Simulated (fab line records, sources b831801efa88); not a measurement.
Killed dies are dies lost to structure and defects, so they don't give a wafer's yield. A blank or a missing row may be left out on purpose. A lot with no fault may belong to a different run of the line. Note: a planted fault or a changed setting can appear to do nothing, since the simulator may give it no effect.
fab line records    flow gf180mcu
record: lots: 12  wafers: 35  last_day: 34
route steps=602 shown SAB@275 M1@326 V1@353
lots that met no fault: taken from a fault-free run of the same line
start_h: start of the lot's first displayed wafer, in hours after the record's first day    wait_h: hours since the lot's step before    " unchanged from the row above    L1.1+2: a single row standing in for several wafers    - no value present, or no start provided    * or withheld: withheld    < > ~ a bound
route shown NAME@n: NAME is a module with steps in the file, n the number in the route of the first one    usual: average and standard deviation across the fault-free wafers    same: alike in all rows    chamber/n: place in a boat    sites: each site's reading    _std_site: the standard deviation of these    _edge_site: inner sites' mean taken away from outer sites' mean    radius_mm: for every site, how far away it sits from the centre of the wafer    mask NAME#n: copy n    behind: tool/chamber where the wafer was last shaped    hold: why the lot went on hold/how many hours it stayed there/how the hold came to an end    device: transistor that didn't switch, given as n, p or np    end of line: the same wafers' tests at the end of the route    a step without rows: its recipe alone    killed: the dies lost at the first sort to structure and to defects; this is not the yield of the wafer    map: per-die view of a wafer (x killed, . not killed, _ where there is no die)
set.NAME: the setting that was run; set.NAME@STEP: the one run at that earlier step    model.NAME: the simulator's own value behind a step, which no gauge read
one table for each step of the route and one row for each wafer, over a sample of lots
services: a tool's chamber out of use, with start hour (start_h, from the record's first day; less than 0 if before it), hours out, and reason
== steps ==
step: GF_SAB_ETCH_11
recipe: chemistry: C4F8/O2/Ar  mask_material: NOVOLAK  target: SiO2  target_depth_nm: 55  source_w: 1500  bias_w: 1200  pressure_mtorr: 40  c4f8_flow_sccm: withheld  O2_flow_sccm: 6  Ar_flow_sccm: 300  time_s: 8.5
usual: oes_product_au: 1.001/0.01
lot.wafer  tool         chamber  start_h  wait_h  oes_product_au  rf_hours_counter_h
L764.2     rie_diel-02  2        351.55   0.0     0.985           6
L764.4     "            3        "        "       0.997           50
L764.5     "            0        "        "       1.007           -
L766.1     rie_diel-03  3        369.57   0.0     0.994           108
L766.4     "            1        "        "       0.993           6
L766.5     "            3        "        "       0.986           -
L767.1     rie_diel-02  1        370.01   0.0     1.002           76
L767.3     "            0        "        "       1.014           103
L767.4     "            2        "        "       0.990           7
L771.2     rie_diel-04  3        410.60   0.0     0.990           102
L771.5     "            0        "        "       1.010           -
L771.6     "            1        "        "       0.991           -
L770.1     rie_diel-03  0        411.31   0.0     1.008           44
L770.6     "            1        "        "       0.999           -
L779.1     rie_diel-02  1        473.35   0.0     0.996           79
L779.4     "            0        "        "       0.996           0
L779.5     "            0        "        "       0.996           -
L780.1     rie_diel-04  3        484.55   0.0     1.012           0
L780.2     "            2        "        "       0.997           6
L780.5     "            0        "        "       1.013           -
L781.1     rie_diel-03  1        489.27   0.0     1.005           9
L781.2     "            0        "        "       1.016           46
L781.4     "            2        "        "       0.991           83
L782.3     rie_diel-03  3        505.55   0.0     1.006           1
L782.4     "            2        "        "       0.987           83
L782.6     "            2        "        "       0.995           -
L783.3     rie_diel-04  3        506.22   0.0     1.012           1
L783.4     "            2        "        "       1.004           6
L783.5     "            2        "        "       1.010           -
L785.1     rie_diel-03  1        523.95   0.0     0.998           10
L785.5     "            1        "        "       1.005           -
L785.6     "            0        "        "       1.024           -
L786.3     rie_diel-02  3        533.11   0.0     0.997           56
L786.4     "            2        "        "       0.990           11
L786.6     "            0        "        "       1.000           -
step: GF_M1_EXPOSE_11
recipe: mask_id: Metal1  target_cd_nm: 230  na: 0.68  source_shape: conventional  sigma_outer: 0.6  dose_mj: 28
usual: reticle_temp_C: 23.02/0.1
lot.wafer  tool            chamber  start_h  wait_h  mask      reticle_temp_C
L764.2     krf_scanner-01  0        388.04   -       Metal1#0  22.99
L764.4     "               0        "        "       Metal1#0  23.09
L764.5     "               0        "        "       Metal1#0  23.04
L766.1     krf_scanner-02  0        406.84   -       Metal1#0  23.09
L766.4     "               0        "        "       Metal1#0  23.09
L766.5     "               0        "        "       Metal1#0  23.26
L767.1     krf_scanner-02  0        407.86   -       Metal1#0  23.06
L767.3     "               0        "        "       Metal1#0  23.02
L767.4     "               0        "        "       Metal1#0  22.95
L771.2     krf_scanner-02  0        450.11   -       Metal1#0  23.01
L771.5     "               0        "        "       Metal1#0  22.93
L771.6     "               0        "        "       Metal1#0  22.94
L770.1     krf_scanner-02  0        450.69   -       Metal1#0  22.92
L770.6     "               0        "        "       Metal1#0  23.02
L779.1     krf_scanner-02  0        513.27   -       Metal1#0  22.99
L779.4     "               0        "        "       Metal1#0  23.00
L779.5     "               0        "        "       Metal1#0  23.08
L780.1     krf_scanner-02  0        522.18   -       Metal1#0  22.91
L780.2     "               0        "        "       Metal1#0  22.86
L780.5     "               0        "        "       Metal1#0  22.82
L781.1     krf_scanner-01  0        527.82   -       Metal1#0  23.08
L781.2     "               0        "        "       Metal1#0  22.93
L781.4     "               0        "        "       Metal1#0  23.19
L782.3     krf_scanner-01  0        542.97   -       Metal1#0  23.03
L782.4     "               0        "        "       Metal1#0  22.82
L782.6     "               0        "        "       Metal1#0  22.91
L783.3     krf_scanner-02  0        543.93   -       Metal1#0  23.09
L783.4     "               0        "        "       Metal1#0  23.04
L783.5     "               0        "        "       Metal1#0  23.17
L785.1     krf_scanner-01  0        560.79   -       Metal1#0  22.96
L785.5     "               0        "        "       Metal1#0  22.98
L785.6     "               0        "        "       Metal1#0  23.01
L786.3     krf_scanner-02  0        569.65   -       Metal1#0  23.14
L786.4     "               0        "        "       Metal1#0  23.09
L786.6     "               0        "        "       Metal1#0  23.13
step: GF_M1_CD_MEAS_14
recipe: target_cd_nm: 230
usual: cd_nm: 229.9/1.1
lot.wafer  tool       chamber  start_h  wait_h  cd_nm
L764.2     cd_sem-01  -        399.63   0.1     228.3
L764.4     "          -        "        "       229.6
L764.5     "          -        "        "       228.3
L766.1     cd_sem-02  -        418.49   0.1     231.2
L766.4     "          -        "        "       231.5
L766.5     "          -        "        "       231.1
L767.1     cd_sem-02  -        419.49   0.1     227.5
L767.3     "          -        "        "       229.1
L767.4     "          -        "        "       228.2
L771.2     cd_sem-02  -        461.96   0.1     228.4
L771.5     "          -        "        "       230.4
L771.6     "          -        "        "       220.1
L770.1     cd_sem-01  -        462.29   0.1     219.3
L770.6     "          -        "        "       220.3
L779.1     cd_sem-02  -        524.46   0.1     230.9
L779.4     "          -        "        "       231.3
L779.5     "          -        "        "       230.2
L780.1     cd_sem-01  -        533.19   0.1     229.0
L780.2     "          -        "        "       230.0
L780.5     "          -        "        "       228.3
L781.1     cd_sem-01  -        538.76   0.1     229.2
L781.2     "          -        "        "       229.5
L781.4     "          -        "        "       229.4
L782.3     cd_sem-02  -        554.05   0.1     229.3
L782.4     "          -        "        "       230.6
L782.6     "          -        "        "       229.4
L783.3     cd_sem-02  -        555.00   0.1     231.1
L783.4     "          -        "        "       231.0
L783.5     "          -        "        "       229.1
L785.1     cd_sem-01  -        571.31   0.1     230.6
L785.5     "          -        "        "       230.3
L785.6     "          -        "        "       229.2
L786.3     cd_sem-01  -        580.03   0.1     229.9
L786.4     "          -        "        "       229.6
L786.6     "          -        "        "       230.2
step: GF_M1_METAL_ETCH_16
recipe: chemistry: Cl2/BCl3  mask_material: KrF  target_depth_nm: 750.8  stop_on: SiO2  pressure_mtorr: 8  icp_w: 800  bias_w: 140  Cl2_flow_sccm: 80  bcl3_flow_sccm: 40  time_s: 125.1
usual: drypump_motor_current_A: 5.74/0.21  oes_product_au: 0.991/0.0066  throttle_valve_pct: 28.231/0.012
lot.wafer  tool          chamber  start_h  wait_h  drypump_motor_current_A  oes_product_au  rf_hours_counter_h  throttle_valve_pct
L764.2     rie_metal-02  0        399.77   0.0     5.66                     0.985           3                   28.228
L764.4     "             0        "        "       5.66                     1.000           -                   28.199
L764.5     "             1        "        "       5.71                     0.996           -                   28.234
L766.1     rie_metal-04  1        418.64   0.0     5.43                     0.994           8                   28.219
L766.4     "             1        "        "       5.47                     0.985           -                   28.235
L766.5     "             0        "        "       6.17                     0.985           -                   28.244
L767.1     rie_metal-03  0        419.64   0.0     5.65                     0.972           13                  28.240
L767.3     "             1        "        "       5.51                     0.988           -                   28.242
L767.4     "             0        "        "       5.65                     0.972           -                   28.252
L771.2     rie_metal-02  1        462.10   0.0     5.73                     1.001           7                   28.226
L771.5     "             1        "        "       5.74                     1.002           -                   28.237
L771.6     "             0        "        "       5.67                     0.996           -                   28.230
L770.1     rie_metal-03  0        462.45   0.0     5.66                     0.995           0                   28.231
L770.6     "             1        "        "       5.57                     0.994           -                   28.241
L779.1     rie_metal-02  0        524.62   0.0     5.68                     0.992           6                   28.225
L779.4     "             0        "        "       5.68                     0.988           -                   28.218
L779.5     "             0        "        "       5.69                     0.995           -                   28.238
L780.1     rie_metal-03  1        533.35   0.0     5.48                     0.994           7                   28.237
L780.2     "             0        "        "       5.65                     1.002           2                   28.211
L780.5     "             1        "        "       5.50                     0.998           -                   28.226
L781.1     rie_metal-04  0        538.92   0.0     6.15                     0.989           15                  28.249
L781.2     "             0        "        "       6.15                     0.988           -                   28.239
L781.4     "             0        "        "       6.17                     0.982           -                   28.244
L782.3     rie_metal-04  0        554.25   0.1     6.19                     0.987           -                   28.230
L782.4     "             0        "        "       6.19                     0.977           -                   28.259
L782.6     "             0        "        "       6.18                     0.981           -                   28.239
L783.3     rie_metal-02  0        555.16   0.1     5.67                     0.994           -                   28.231
L783.4     "             1        "        "       5.74                     0.987           -                   28.214
L783.5     "             1        "        "       5.72                     0.995           -                   28.225
L785.1     rie_metal-03  0        571.47   0.0     5.63                     0.993           3                   28.236
L785.5     "             0        "        "       5.65                     0.985           -                   28.212
L785.6     "             1        "        "       5.52                     0.989           -                   28.226
L786.3     rie_metal-02  1        580.19   0.1     5.73                     0.994           -                   28.243
L786.4     "             0        "        "       5.67                     0.992           -                   28.235
L786.6     "             0        "        "       5.68                     0.990           -                   28.229
step: GF_V1_STRIP_18
recipe: chemistry: O2/N2  power_w: 1400  pressure_mtorr: 1500  platen_temp_c: 250  o2_flow_sccm: 3000  n2_flow_sccm: 300  overash_fraction: 0.5
usual: drypump_motor_current_A: 5.7/0.46  heater_power_w: 344/29  oes_product_au: 0.593/0.005
same: overash_fraction: 0.5
lot.wafer  tool             chamber  start_h  wait_h  drypump_motor_current_A  heater_power_w  oes_product_au  rf_hours_counter_h
L764.2     plasma_asher-01  0        424.95   -       5.5                      354             0.591           64
L764.4     "                0        "        "       5.5                      351             0.599           -
L764.5     "                1        "        "       5.4                      332             0.586           -
L766.1     plasma_asher-01  0        444.72   -       5.6                      350             0.591           67
L766.4     "                0        "        "       5.5                      347             0.593           -
L766.5     "                1        "        "       5.4                      337             0.596           -
L767.1     plasma_asher-03  0        446.05   -       6.5                      380             0.601           76
L767.3     "                0        "        "       6.5                      379             0.588           -
L767.4     "                1        "        "       5.5                      324             0.585           -
L771.2     plasma_asher-01  1        487.72   -       5.4                      332             0.591           71
L771.5     "                0        "        "       5.5                      347             0.593           -
L771.6     "                1        "        "       5.4                      338             0.592           -
L770.1     plasma_asher-03  0        488.20   -       6.5                      379             0.599           81
L770.6     "                1        "        "       5.5                      318             0.584           -
L779.1     plasma_asher-03  0        549.45   -       6.5                      379             0.600           88
L779.4     "                0        "        "       6.5                      389             0.598           -
L779.5     "                1        "        "       5.4                      330             0.595           -
L780.1     plasma_asher-03  1        556.90   -       5.4                      326             0.597           88
L780.2     "                0        "        "       6.5                      384             0.590           88
L780.5     "                0        "        "       6.5                      384             0.600           -
L781.1     plasma_asher-03  0        563.14   -       6.5                      389             0.599           89
L781.2     "                1        "        "       5.4                      324             0.592           89
L781.4     "                0        "        "       6.5                      384             0.590           -
L782.3     plasma_asher-01  1        578.52   -       5.4                      335             0.594           -
L782.4     "                0        "        "       5.5                      348             0.593           -
L782.6     "                0        "        "       5.6                      350             0.595           -
L783.3     plasma_asher-03  0        578.87   -       6.5                      384             0.590           -
L783.4     "                1        "        "       5.4                      318             0.588           -
L783.5     "                1        "        "       5.4                      312             0.589           -
L785.1     plasma_asher-04  1        594.20   -       5.3                      293             0.594           50
L785.5     "                0        "        "       5.4                      282             0.588           -
L785.6     "                1        "        "       5.3                      297             0.603           -
L786.3     plasma_asher-01  1        602.80   -       5.4                      343             0.593           -
L786.4     "                0        "        "       5.5                      346             0.598           -
L786.6     "                0        "        "       5.5                      355             0.598           -
== services ==
tool             chamber  start_h  hours  kind
rie_diel-03      2        332.10   3.7    repair
krf_scanner-01   -        341.61   1.0    pm
krf_scanner-02   -        355.32   1.0    pm
krf_scanner-01   -        362.37   1.3    repair
rie_metal-02     1        367.98   11.0   repair
krf_scanner-01   -        378.79   0.8    pm
rie_metal-02     0        380.65   8.6    repair
krf_scanner-02   -        398.34   3.6    pm
krf_scanner-02   -        415.16   0.8    pm
plasma_asher-03  -        416.59   3.8    repair
krf_scanner-02   -        431.82   1.3    pm
rie_diel-03      0        447.07   6.2    repair
krf_scanner-02   -        454.46   3.4    repair
rie_diel-03      2        475.08   2.8    repair
krf_scanner-02   -        494.03   0.8    repair
rie_metal-02     0        510.07   6.9    repair
plasma_asher-03  -        524.28   0.3    repair
krf_scanner-02   -        524.32   1.0    pm
rie_diel-03      -        555.13   28.1   pm
krf_scanner-02   -        557.08   0.8    repair
rie_metal-02     0        567.37   9.2    repair
krf_scanner-02   -        583.96   0.8    pm
rie_diel-03      2        588.51   30.4   repair
rie_diel-03      1        598.41   11.7   repair
== key ==
first_sign: step: GF_M1_CD_MEAS_14  reading: cd_nm  direction: down  sigmas: 9  usual: 229.9  struck: 219.9
effect none on later readings
met_at GF_M1_EXPOSE_11
struck_lots L770,L771
struck_wafers L770.1,L770.6,L771.6
not_acting_at GF_SAB_ETCH_11,GF_M1_METAL_ETCH_16,GF_V1_STRIP_18
onset_between 407.86 450.11
fault: kind: process_parameter_drift  tool: krf_scanner-02  chamber: -  onset_h: 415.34  steps: GF_M1_EXPOSE_11  channel: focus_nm  offset: 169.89  shape: step  end_h: 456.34  scope: struck_wafers_only
